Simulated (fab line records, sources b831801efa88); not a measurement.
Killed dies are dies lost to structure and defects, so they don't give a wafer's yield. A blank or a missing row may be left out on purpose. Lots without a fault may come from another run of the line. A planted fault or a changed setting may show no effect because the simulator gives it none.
Problem report in the 8D (eight disciplines) form, filled by code | flow sky130 | the parts of the form that need people (team, actions taken, sign-off) are left out

1. THE PROBLEM
VIA4_HDPCVD_THK at SKY_VIA4_THK_MEAS_01 reads a mean of 1383 nm on 6 wafers of 2 lots; wafers without a fault read 1737 nm with a standard deviation of 19. That is -19 standard deviations from the usual mean.
First seen on wafer L259.3, day 43 02:57, on film_metro-01. The record holds 36 wafers of 12 lots with a number at this step. Rule for "out", or "out of limits": more than 4 standard deviations from the usual mean. The other wafers with a number count as sound.

2. WHAT IT IS AND WHAT IT IS NOT
question                    | is                           | is not
which readings at this step | VIA4_HDPCVD_THK              | -
which lots                  | L259, L260                   | L256, L257, L266, L267, L271, L273, L274, L275, L277, L279
which wafers of those lots  | all that have a number       | -
read on which gauges        | film_metro-01, film_metro-04 | film_metro-03
when                        | from day 43 02:57            | up to then (6 sound wafers); but 24 sound wafers of L266, L267, L271, L273, L274, L275, L277, L279 came after

3. SUSPECTS, AND WHAT RULES EACH OUT
Counting: a tool at a process step up to the reading stays a suspect if it ran every lot that is out and no sound lot after the first of them.
- the gauge at SKY_VIA4_THK_MEAS_01: ruled out. The wafers that are out were read on 2 gauges (film_metro-01, film_metro-04).
- cvd_w-02 at SKY_VIA2_CVD_21 (deposits W, target thk 420 nm, time 126.4 s): ruled out as a lasting fault. Sound lots L271, L273, L274, L275 ran on it after its first lot that is out, L259 (day 37 18:10).
- hdpcvd-02 at SKY_VIA4_HDPCVD_00 (deposits SiO2, target thk 1750 nm, time 291.7 s): ruled out as a lasting fault. Sound lots L271, L274, L275, L279 ran on it after its first lot that is out, L259 (day 43 02:45).
Left after counting: nothing in the record.

4. THE CAUSE (what the simulator had put in)
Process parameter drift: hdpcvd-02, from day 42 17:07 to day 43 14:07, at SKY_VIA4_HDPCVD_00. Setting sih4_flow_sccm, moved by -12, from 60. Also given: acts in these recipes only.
Counting ruled it out, wrongly: the rule takes a fault to strike every lot that its tool runs from its start on, and this one did not.

5. THE CHAIN OF EFFECTS, in route order
Each row: a reading whose mean over the struck wafers that have a number lies more than 3 standard deviations from the usual. Only readings for which the record gives a usual standard deviation are gone through. hours: the time from each lot's start at the first step in this table that gives one to its start at this step, as a median over the lots. sigmas: the change in usual standard deviations.
hours | step                 | reading         | usual      | on struck wafers | change | sigmas
0     | SKY_VIA4_HDPCVD_00   | sih4_flow_sccm  | 60.02 sccm | 48.08            | -11.95 | -63
0     | SKY_VIA4_THK_MEAS_01 | VIA4_HDPCVD_THK | 1737 nm    | 1383             | -354   | -19
The process steps in it:
- SKY_VIA4_HDPCVD_00: deposits SiO2, target thk 1750 nm, time 291.7 s.

6. WHAT WOULD HAVE CAUGHT IT SOONER
In this record the first reading out of limits at a measuring or inspecting step was taken at day 43 02:57, 10 hours after the fault began at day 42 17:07.
The tool's own readings at SKY_VIA4_HDPCVD_00 were out on every struck wafer that the step has a row for (sih4_flow_sccm): an alarm limit on them would have fired on the first of those.
